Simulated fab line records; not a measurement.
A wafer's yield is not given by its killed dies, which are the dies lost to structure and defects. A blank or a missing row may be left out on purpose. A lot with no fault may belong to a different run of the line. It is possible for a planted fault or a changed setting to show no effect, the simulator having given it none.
Which tool did it? || flow gf180mcu || 36 wafers sampled from 12 lots at 1 step of a route of 602

WHAT THE GAUGES READ, wafer by wafer
GF_CONTACT_THK_MEAS_26: measures by xrf.
{"lot": "L075", "measured": "day 16 11:16", "on": "film-metro-01", "CONTACT_W_THK (nm)": "294 288 297"}
{"lot": "L077", "measured": "day 17 10:22", "on": "film-metro-01", "CONTACT_W_THK (nm)": "285 294 285"}
{"lot": "L079", "measured": "day 18 02:21", "on": "film-metro-03", "CONTACT_W_THK (nm)": "283 284 283"}
{"lot": "L081", "measured": "day 18 23:53", "on": "film-metro-03", "CONTACT_W_THK (nm)": "291 293 290"}
{"lot": "L083", "measured": "day 19 21:32", "on": "film-metro-01", "CONTACT_W_THK (nm)": "295 298 293"}
{"lot": "L085", "measured": "day 20 08:17", "on": "film-metro-03", "CONTACT_W_THK (nm)": "283 291 282"}
{"lot": "L087", "measured": "day 21 04:16", "on": "film-metro-03", "CONTACT_W_THK (nm)": "299 298 298"}
{"lot": "L089", "measured": "day 21 20:40", "on": "film-metro-01", "CONTACT_W_THK (nm)": "280 291 279"}
{"lot": "L091", "measured": "day 22 09:55", "on": "film-metro-04", "CONTACT_W_THK (nm)": "298 298 298"}
{"lot": "L093", "measured": "day 23 02:05", "on": "film-metro-03", "CONTACT_W_THK (nm)": "292 289 294"}
{"lot": "L095", "measured": "day 23 17:08", "on": "film-metro-04", "CONTACT_W_THK (nm)": "294 286 295"}
{"lot": "L097", "measured": "day 24 06:45", "on": "film-metro-04", "CONTACT_W_THK (nm)": "296 295 295"}

WHICH TOOL RAN EACH LOT (tool, then ch and the chambers of the sampled wafers, then the start)
There is no process step in the record ahead of these readings.

THE ANSWER, worked out from the rows above alone
Rule: what is usual is taken from the lots themselves. Put in order of their means at a reading, lots are off if they are a third of the lots or fewer, leave a main group of 4 or more, and stand apart from it by a gap of 3 or more times the standard deviation of the main group's means; of several such gaps the widest counts. If all means in a main group match to the digits the tables above print for the reading, that group is not used. A lot without any number at a reading at which 4 lots or more have one is off too. Any other lot the step has rows for is counted as sound.
None of the lots is off at any reading shown; this tells nothing.

WHAT THE SIMULATOR HAD PUT IN
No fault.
